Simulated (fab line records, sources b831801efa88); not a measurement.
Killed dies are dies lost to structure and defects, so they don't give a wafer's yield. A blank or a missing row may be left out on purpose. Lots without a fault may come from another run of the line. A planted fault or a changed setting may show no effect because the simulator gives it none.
A struck lot beside a sound one | flow sky130 | 28 steps out of a route of 708
Sound: wafers L534.2, L534.3, L534.6. Struck: wafers L545.3, L545.5. The cause comes at the end.
At each step with rows: each side's tool, then ch and its chambers, then its first start. Under that, the readings that differ: sound wafers | struck wafers | difference of the means | sigmas: that difference in standard deviations of wafers without a fault.
alike: readings whose means differ by less than 2 such deviations, and words and numbers that are the same on both sides. not compared: withheld readings, readings that some wafer has no value for, bounds like >300 that may hide the same value, and numbers for which the record gives no deviation and whose values overlap.
The two part at a step that has a row with sigmas, a row that says differs or no value, or rows on one side only. Numbers that don't overlap but have no deviation are shown without sigmas and don't part them. A reading that every wafer of one side lacks parts them only if that side has two wafers or more.

first, 2 steps without rows for these wafers: SKY_VIA2_SPUTTER_20 (material TiN, target thk 20 nm, time 80 s); SKY_VIA2_CVD_21 (deposits W, target thk 420 nm, time 126.4 s).
SKY_VIA2_RS_MEAS_22: measures by four-point-probe.
  sound on film_metro-04, day 38 15:25; struck on film_metro-04, day 41 20:40
  alike: VIA2_W_RS
SKY_VIA2_THK_MEAS_23: measures by xrf.
  sound on film_metro-04, day 38 15:32; struck on film_metro-04, day 41 20:46
  alike: VIA2_W_THK
then, 1 step without rows for these wafers: SKY_VIA2_CMP_24 (polishes, stops on SiO2, t overpolish 20 s, target thk 0 nm).
SKY_METAL3_SPUTTER_00: material Ti, target thk 15 nm, time 10 s.
  sound on pvd_sputter-03, day 38 15:53; struck on pvd_sputter-03, day 41 21:06
  alike: throttle_valve_pct
then, 1 step without rows for these wafers: SKY_METAL3_SPUTTER_01 (material TiN, target thk 20 nm, time 16.7 s).
SKY_METAL3_SPUTTER_02: material AlCu, target thk 735 nm, time 39.1 s.
  sound on pvd_sputter-03, day 38 15:56; struck on pvd_sputter-03, day 41 21:09
  alike: throttle_valve_pct
SKY_METAL3_SPUTTER_03: material Ti, target thk 5 nm, time 3.3 s.
  sound on pvd_sputter-03, day 38 15:58; struck on pvd_sputter-03, day 41 21:11
  alike: throttle_valve_pct
SKY_METAL3_SPUTTER_04: material TiN, target thk 70 nm, time 58.3 s.
  sound on pvd_sputter-03, day 38 15:59; struck on pvd_sputter-03, day 41 21:12
  alike: throttle_valve_pct
then, 1 step without rows for these wafers: SKY_CAPM_CVD_00 (deposits SiO2, target thk 15.5 nm).
SKY_CAPM_THK_MEAS_01:
  sound on film_metro-04, day 38 16:04; struck on film_metro-01, day 41 21:19
  alike: CAPM_CVD_00_THK
SKY_CAPM_SPUTTER_02: material TiN, target thk 200 nm, time 166.7 s.
  sound on pvd_sputter-01, day 38 16:07; struck on pvd_sputter-02, day 41 21:21
  reading                                  | sound             | struck      | difference | sigmas
  model.TiN_of_CAPM_SPUTTER_02.thk_nm (nm) | 197.7 198.3 197.2 | 243.4 243.2 | +45.6      |
  alike: throttle_valve_pct
SKY_CAPM_RS_MEAS_03: measures by four-point-probe.
  sound on film_metro-01, day 38 16:15; struck on film_metro-04, day 41 21:30
  reading              | sound          | struck    | difference | sigmas
  CAPM_TIN_RS (ohm/sq) | 7.01 6.97 7.01 | 5.64 5.65 | -1.35      | -19
SKY_CAPM_THK_MEAS_04: measures by xrf.
  sound on film_metro-01, day 38 16:22; struck on film_metro-04, day 41 21:36
  reading           | sound             | struck      | difference | sigmas
  CAPM_TIN_THK (nm) | 199.0 200.1 199.3 | 245.1 245.6 | +45.9      | +21
then, 7 steps without rows for these wafers: SKY_CAPM_DEHYDRATE_05 (time 60 s); SKY_CAPM_HMDS_06 (prime time 60 s); SKY_CAPM_COAT_07 (resist thk 1140 nm); SKY_CAPM_SOFTBAKE_08 (time 60 s); SKY_CAPM_EXPOSE_09 (exposes mask CAPM, target cd 1000 nm); SKY_CAPM_PEB_10; SKY_CAPM_DEVELOP_11 (develop time 60 s).
SKY_CAPM_OVL_MEAS_12:
  sound on overlay-02, day 39 18:10; struck on overlay-01, day 42 21:28
  alike: CAPM_OVL
SKY_CAPM_METAL_ETCH_13: etches TiN in Cl2/BCl3, stops on SiO2, target depth 220 nm, time 62.9 s.
  sound on rie_metal-04 ch 1, day 39 18:11; struck on rie_metal-02 ch 1, day 42 21:31
  reading                     | sound                | struck        | difference | sigmas
  drypump_motor_current_A (A) | 5.58 5.55 5.55       | 6.07 6.07     | +0.51      | +2
  oes_product_au (a.u.)       | 0.930 0.938 0.932    | 1.012 1.009   | +0.077     | +11
  throttle_valve_pct (%)      | 21.908 21.892 21.912 | 21.856 21.847 | -0.052     | -5
  alike: chamber_pressure_mTorr, rf_fwd_power_W
  not compared: rf_hours_counter_h
SKY_CAPM_STRIP_14: strips in O2/N2.
  sound on plasma_asher-01 ch 0,1, day 39 18:16; struck on plasma_asher-02 ch 0,1, day 42 21:36
  alike: chamber_pressure_mTorr, drypump_motor_current_A, o2_flow_sccm, oes_product_au, strip_time_to_endpoint_s
  not compared: rf_hours_counter_h
SKY_CAPM_STRIP_15: strips in post etch residue remover, time 1200 s.
  sound on wet_bench-03 ch 1, day 39 18:22; struck on wet_bench-02 ch 0, day 42 21:40
  reading                                  | sound             | struck    | difference | sigmas
  model.TiN_of_CAPM_SPUTTER_02.thk_nm (nm) | 197.3 197.8 196.7 | 243 242.8 | +46        |
  alike: bath_heat_duty_pct
then, 1 step without rows for these wafers: SKY_CAPM_CLEAN_16 (cleans in IPA, time 180 s).
-- the record jumps here: 7 days lie between the struck wafers' starts before and after (it left off in module CAPM and takes up again in module PAD_OPEN, whose first step shown is number 708 of the route) --
SKY_PAD_OPEN_PROBE_99:
  sound on prober-01, day 48 00:35; struck on prober-01, day 50 08:50
  reading                  | sound          | struck    | difference | sigmas
  defect_limited_yield (%) | 82.1 83.9 82.3 | 0 0       | -83        | -46
  killed_at_other          | 1 0 0          | 401 403   | +402       | +99 or more
  killed_dies              | 88 79 87       | 492 492   | +407       | +46
  killed_on_rim            | 19 17 18       | 96 96     | +78        | +22
  sort_bin_3_pad_short (%) | 1.6 0.8 1.4    | 82.7 82.5 | +81.3      | +99 or more
  sort_n_pass              | 404 413 405    | 0 0       | -407       | -46
  sort_yield_pct (%)       | 82.1 83.9 82.3 | 0 0       | -83        | -46
  alike: killed_at_M0_to_M3, killed_at_M4_up, killed_at_contacts, killed_at_front_end, killed_open, killed_short, sort_bin_5_function, sort_bin_6_memory

WHERE THEY PART
First at SKY_CAPM_RS_MEAS_03; last, within this record, at SKY_PAD_OPEN_PROBE_99.

WHY: what the simulator had put in
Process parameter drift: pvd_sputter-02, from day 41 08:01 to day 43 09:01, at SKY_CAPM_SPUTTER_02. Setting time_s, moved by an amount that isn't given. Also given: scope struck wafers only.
